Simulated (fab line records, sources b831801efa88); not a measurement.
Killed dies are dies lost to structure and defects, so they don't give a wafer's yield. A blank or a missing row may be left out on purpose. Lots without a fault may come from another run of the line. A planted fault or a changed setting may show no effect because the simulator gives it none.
Which tool did it? | flow gf180mcu | 24 lots, 72 wafers sampled, at 6 steps of a route of 602

WHAT THE GAUGES READ, wafer by wafer
GF_V1_OVL_MEAS_15. Usual: V1_OVL 1 nm, standard deviation 6.2.
lot  | measured     | on         | V1_OVL (nm) | flag
L074 | day 17 19:54 | overlay-01 | -2 3 6      |
L075 | day 18 01:59 | overlay-02 | -2 -4 -5    |
L076 | day 18 11:45 | overlay-02 | 3 7 -1      |
L077 | day 19 22:54 | overlay-02 | 2 -3 5      |
L078 | day 19 16:53 | overlay-01 | -13 -13 -11 |
L079 | day 20 13:20 | overlay-01 | 13 5 6      |
L080 | day 21 03:13 | overlay-02 | 7 6 0       |
L081 | day 21 17:06 | overlay-01 | 8 11 8      |
L082 | day 21 13:53 | overlay-01 | -2 8 -3     |
L083 | day 22 08:18 | overlay-02 | 0 15 -1     |
L084 | day 22 12:28 | overlay-02 | 1 1 -1      |
L085 | day 22 15:05 | overlay-01 | -1 1 -5     |
L086 | day 22 23:17 | overlay-01 | 9 5 6       |
L087 | day 23 02:36 | overlay-02 | -3 -6 -6    |
L088 | day 23 10:32 | overlay-02 | -7 -4 -3    |
L089 | day 23 22:44 | overlay-01 | 12 9 10     |
L090 | day 24 07:34 | overlay-02 | 0 1 0       |
L091 | day 24 08:11 | overlay-01 | 8 -4 2      |
L092 | day 24 17:07 | overlay-02 | 4 -4 1      |
L093 | day 25 00:56 | overlay-01 | -6 -3 1     |
L094 | day 25 09:46 | overlay-01 | -8 -14 -1   |
L095 | day 25 10:46 | overlay-01 | -2 -7 -5    |
L096 | day 25 19:34 | overlay-01 | 7 3 10      |
L097 | day 26 02:41 | overlay-01 | 2 -1 6      |

GF_V2_OVL_MEAS_15. Usual: V2_OVL -2 nm, standard deviation 4.7.
lot  | measured     | on         | V2_OVL (nm) | flag
L074 | day 20 00:02 | overlay-01 | 2 1 0       |
L075 | day 20 04:38 | overlay-02 | 2 4 8       |
L076 | day 20 14:23 | overlay-01 | -4 -5 -3    |
L077 | day 22 02:05 | overlay-02 | -2 -4 -7    |
L078 | day 21 19:41 | overlay-01 | -7 3 2      |
L079 | day 22 16:25 | overlay-02 | -5 -13 -5   |
L080 | day 23 05:29 | overlay-02 | -4 -1 5     |
L081 | day 23 18:40 | overlay-01 | 4 4 0       |
L082 | day 23 15:19 | overlay-02 | 4 0 9       |
L083 | day 24 09:26 | overlay-02 | 0 -1 -2     |
L084 | day 24 12:22 | overlay-02 | 0 -3 1      |
L085 | day 24 14:47 | overlay-02 | 3 1 1       |
L086 | day 24 22:04 | overlay-01 | -4 -2 8     |
L087 | day 25 02:11 | overlay-01 | 0 1 -2      |
L088 | day 25 08:49 | overlay-01 | -1 0 -6     |
L089 | day 25 20:58 | overlay-01 | -4 -2 4     |
L090 | day 26 04:59 | overlay-01 | -9 -5 -1    |
L091 | day 26 05:55 | overlay-01 | -4 -1 0     |
L092 | day 26 14:13 | overlay-02 | 10 6 -3     |
L093 | day 26 20:41 | overlay-02 | -1 -6 -6    |
L094 | day 27 06:16 | overlay-01 | -9 -7 -6    |
L095 | day 27 06:58 | overlay-02 | -6 -7 -5    |
L096 | day 27 15:02 | overlay-02 | -6 -8 -8    |
L097 | day 27 22:46 | overlay-02 | -9 -4 3     |

GF_V4_BOW_MEAS_05. Usual: V4_BOW 133 um, standard deviation 9.1.
lot  | measured     | on            | V4_BOW (um) | flag
L074 | day 23 05:02 | film_metro-01 | 126 136 131 |
L075 | day 23 10:13 | film_metro-04 | 138 137 137 |
L076 | day 23 20:11 | film_metro-03 | 140 138 140 |
L077 | day 25 03:52 | film_metro-03 | 147 146 143 |
L078 | day 24 21:44 | film_metro-01 | 147 138 138 |
L079 | day 25 16:37 | film_metro-01 | 145 144 140 |
L080 | day 26 04:43 | film_metro-04 | 113 132 112 |
L081 | day 26 17:05 | film_metro-01 | 128 129 126 |
L082 | day 26 14:23 | film_metro-03 | 125 126 139 |
L083 | day 27 06:04 | film_metro-01 | 134 137 124 |
L084 | day 27 08:07 | film_metro-03 | 124 131 132 |
L085 | day 27 10:34 | film_metro-03 | 142 118 120 |
L086 | day 27 18:22 | film_metro-01 | 140 131 146 |
L087 | day 27 23:19 | film_metro-01 | 136 129 133 |
L088 | day 28 03:16 | film_metro-04 | 140 129 156 |
L089 | day 28 14:45 | film_metro-04 | 133 128 128 |
L090 | day 28 23:07 | film_metro-03 | 123 122 128 |
L091 | day 28 23:12 | film_metro-04 | 128 126 124 |
L092 | day 29 06:35 | film_metro-01 | 135 134 156 |
L093 | day 29 12:59 | film_metro-04 | 141 147 149 |
L094 | day 29 20:59 | film_metro-04 | 134 138 135 |
L095 | day 29 23:02 | film_metro-04 | 128 136 132 |
L096 | day 30 06:15 | film_metro-01 | 136 117 126 |
L097 | day 30 11:14 | film_metro-03 | 149 139 150 |

GF_TOP_METAL_CD_MEAS_14: target cd 440 nm. Usual: cd_nm 439.8 nm, standard deviation 2.8.
lot  | measured     | on        | cd_nm (nm)        | flag
L074 | day 27 21:34 | cd_sem-01 | 434.2 432.1 435.0 |
L075 | day 28 00:31 | cd_sem-02 | 440.3 441.2 439.8 |
L076 | day 28 10:02 | cd_sem-02 | 442.6 445.1 445.3 |
L077 | day 29 11:30 | cd_sem-02 | 440.0 439.8 439.4 |
L078 | day 29 07:21 | cd_sem-01 | 436.1 433.4 434.8 |
L079 | day 30 01:03 | cd_sem-02 | 442.2 440.8 443.3 |
L080 | day 30 10:27 | cd_sem-02 | 438.1 436.3 438.0 |
L081 | day 30 22:39 | cd_sem-01 | 442.5 439.8 440.8 |
L082 | day 30 18:31 | cd_sem-02 | 437.5 436.7 437.8 |
L083 | day 31 08:35 | cd_sem-02 | 439.3 438.6 437.9 |
L084 | day 31 11:10 | cd_sem-01 | 440.8 439.1 440.5 |
L085 | day 31 14:05 | cd_sem-02 | 441.2 440.1 442.2 |
L086 | day 31 21:23 | cd_sem-01 | 433.9 437.9 437.3 |
L087 | day 32 01:13 | cd_sem-01 | 442.5 442.0 444.2 |
L088 | day 32 03:02 | cd_sem-01 | 441.2 443.0 441.2 |
L089 | day 32 14:56 | cd_sem-02 | 442.1 439.7 441.7 |
L090 | day 32 21:01 | cd_sem-02 | 438.2 437.7 439.3 |
L091 | day 32 21:17 | cd_sem-01 | 437.1 436.8 435.3 |
L092 | day 33 05:15 | cd_sem-01 | 442.0 442.6 441.8 |
L093 | day 33 09:47 | cd_sem-02 | 440.1 440.7 442.8 |
L094 | day 33 15:46 | cd_sem-02 | 438.7 439.7 439.0 |
L095 | day 33 17:49 | cd_sem-02 | 442.4 442.3 443.1 |
L096 | day 34 00:16 | cd_sem-02 | 437.0 440.7 438.3 |
L097 | day 34 04:15 | cd_sem-02 | 439.4 440.2 441.2 |

WHICH TOOL RAN EACH LOT (tool, then ch and the chambers of the sampled wafers, then the start)
lot  | GF_STI_ETCH_14                  | GF_V1_CMP_04
L074 | rie_si-02 ch 1,2, day 2 01:09   | cmp-02 ch 2,3, day 16 20:30
L075 | rie_si-01 ch 1,2,3, day 2 06:19 | cmp-02 ch 2,3, day 17 02:30
L076 | rie_si-01 ch 0,1,2, day 2 11:37 | cmp-01 ch 0,3, day 17 12:23
L077 | rie_si-01 ch 0,1,3, day 2 17:34 | cmp-02 ch 0,2,3, day 18 22:20
L078 | rie_si-01 ch 0,1,3, day 2 22:16 | cmp-02 ch 1,2,3, day 18 15:49
L079 | rie_si-02 ch 1,2, day 3 02:57   | cmp-01 ch 1,2,3, day 19 12:59
L080 | rie_si-02 ch 2,3, day 3 11:30   | cmp-02 ch 1,2,3, day 20 02:45
L081 | rie_si-02 ch 0,2, day 3 18:36   | cmp-02 ch 1,3, day 20 16:30
L082 | rie_si-01 ch 2,3, day 3 18:49   | cmp-01 ch 0,1,3, day 20 14:00
L083 | rie_si-02 ch 0,1,2, day 4 03:30 | cmp-02 ch 1,3, day 21 08:10
L084 | rie_si-02 ch 0,1, day 4 09:12   | cmp-01 ch 1,2,3, day 21 12:29
L085 | rie_si-02 ch 1,2, day 4 12:52   | cmp-01 ch 1,2,3, day 21 14:26
L086 | rie_si-01 ch 1,2, day 4 16:42   | cmp-01 ch 0,2,3, day 21 22:52
L087 | rie_si-01 ch 2,3, day 4 21:49   | cmp-02 ch 1,2, day 22 02:20
L088 | rie_si-02 ch 1,2,3, day 5 03:46 | cmp-02 ch 0,1,2, day 22 11:24
L089 | rie_si-01 ch 1,2,3, day 5 09:06 | cmp-01 ch 0,1,3, day 23 01:34
L090 | rie_si-01 ch 0,1,2, day 5 14:31 | cmp-01 ch 0,3, day 23 08:26
L091 | rie_si-02 ch 0,2,3, day 5 16:46 | cmp-02 ch 0,2,3, day 23 09:01
L092 | rie_si-02 ch 1,3, day 5 22:22   | cmp-01 ch 0,1,3, day 23 18:07
L093 | rie_si-01 ch 0,3, day 6 04:10   | cmp-01 ch 2,3, day 24 02:08
L094 | rie_si-01 ch 0,2, day 6 08:58   | cmp-02 ch 1,2,3, day 24 11:24
L095 | rie_si-02 ch 0,1,3, day 6 14:10 | cmp-02 ch 1,2, day 24 13:22
L096 | rie_si-02 ch 0,1,2, day 6 19:48 | cmp-02 ch 0,1, day 24 21:50
L097 | rie_si-02 ch 0,2, day 7 01:34   | cmp-02 ch 1,2,3, day 25 05:37
- GF_STI_ETCH_14: etches Si in HBr/Cl2/O2, target depth 360 nm, time 102.9 s.
- GF_V1_CMP_04: polishes SiO2.

WHAT THE TOOLS THEMSELVES READ (means of the sampled wafers that have a number; where no wafer has one, the mark that the record gives instead)
GF_STI_ETCH_14. Usual: drypump_motor_current_A 5.9 A, standard deviation 0.38; oes_product_au 0.999 a.u., standard deviation 0.0082; throttle_valve_pct 25.657 %, standard deviation 0.012.
lot  | tool      | drypump_motor_current_A (A) | oes_product_au (a.u.) | throttle_valve_pct (%) | flag
L074 | rie_si-02 | 5.4                         | 1.000                 | 25.652                 |
L075 | rie_si-01 | 6.1                         | 0.997                 | 25.659                 |
L076 | rie_si-01 | 6.0                         | 0.993                 | 25.642                 |
L077 | rie_si-01 | 5.9                         | 0.997                 | 25.671                 |
L078 | rie_si-01 | 6.0                         | 1.005                 | 25.648                 |
L079 | rie_si-02 | 5.4                         | 1.000                 | 25.658                 |
L080 | rie_si-02 | 5.4                         | 1.006                 | 25.662                 |
L081 | rie_si-02 | 6.0                         | 1.008                 | 25.656                 |
L082 | rie_si-01 | 6.1                         | 0.994                 | 25.665                 |
L083 | rie_si-02 | 5.7                         | 1.000                 | 25.649                 |
L084 | rie_si-02 | 6.2                         | 1.002                 | 25.654                 |
L085 | rie_si-02 | 5.5                         | 0.994                 | 25.669                 |
L086 | rie_si-01 | 6.0                         | 1.002                 | 25.649                 |
L087 | rie_si-01 | 6.1                         | 0.993                 | 25.655                 |
L088 | rie_si-02 | 5.5                         | 0.997                 | 25.655                 |
L089 | rie_si-01 | 6.1                         | 1.000                 | 25.656                 |
L090 | rie_si-01 | 6.1                         | 0.992                 | 25.659                 |
L091 | rie_si-02 | 5.7                         | 1.000                 | 25.664                 |
L092 | rie_si-02 | 5.6                         | 0.989                 | 25.661                 |
L093 | rie_si-01 | 6.0                         | 0.994                 | 25.661                 |
L094 | rie_si-01 | 6.1                         | 0.987                 | 25.657                 |
L095 | rie_si-02 | 5.9                         | 1.000                 | 25.656                 |
L096 | rie_si-02 | 5.7                         | 0.993                 | 25.654                 |
L097 | rie_si-02 | 6.0                         | 1.011                 | 25.655                 |

GF_V1_CMP_04. Usual: head_pressure_psi 4.001 psi, standard deviation 0.0076; motor_current_A 12.2 A, standard deviation 1.3; time_to_endpoint_s 82 s, standard deviation 5.6.
lot  | tool   | head_pressure_psi (psi) | motor_current_A (A) | time_to_endpoint_s (s) | flag
L074 | cmp-02 | 3.998                   | 12.3                | 85                     |
L075 | cmp-02 | 3.990                   | 12.7                | 86                     |
L076 | cmp-01 | 4.001                   | 12.1                | 78                     |
L077 | cmp-02 | 3.992                   | 11.9                | 86                     |
L078 | cmp-02 | 4.002                   | 13.6                | 83                     |
L079 | cmp-01 | 3.997                   | 11.5                | 78                     |
L080 | cmp-02 | 4.000                   | 13.5                | 83                     |
L081 | cmp-02 | 3.999                   | 13.7                | 78                     |
L082 | cmp-01 | 4.005                   | 11.7                | 79                     |
L083 | cmp-02 | 4.008                   | 14.0                | 78                     |
L084 | cmp-01 | 4.003                   | 11.5                | 82                     |
L085 | cmp-01 | 4.007                   | 11.2                | 84                     |
L086 | cmp-01 | 4.003                   | 11.8                | 85                     |
L087 | cmp-02 | 3.997                   | 13.1                | 92                     |
L088 | cmp-02 | 4.001                   | 12.6                | 83                     |
L089 | cmp-01 | 4.000                   | 12.0                | 85                     |
L090 | cmp-01 | 4.004                   | 11.4                | 73                     |
L091 | cmp-02 | 3.998                   | 11.9                | 88                     |
L092 | cmp-01 | 4.003                   | 11.6                | 79                     |
L093 | cmp-01 | 4.002                   | 10.9                | 85                     |
L094 | cmp-02 | 4.004                   | 13.3                | 83                     |
L095 | cmp-02 | 3.993                   | 13.0                | 82                     |
L096 | cmp-02 | 3.999                   | 13.6                | 91                     |
L097 | cmp-02 | 4.005                   | 13.2                | 87                     |

THE ANSWER, worked out from the rows above alone
Rule: a lot is off if the mean of its wafers that have a number lies more than 3 standard deviations from the usual mean. A lot without any number at a reading at which 4 lots or more have one is off too. The other lots that the step has rows for count as sound. The gauges are gone through in route order, then the tools' own readings, and for those a lot's mean is taken as printed above. The first step at which some lot is off is used, and at that step the reading that is off furthest; a lot without a number counts as furthest.
No lot is off at any reading shown: from this, nothing can be told.

WHAT THE SIMULATOR HAD PUT IN
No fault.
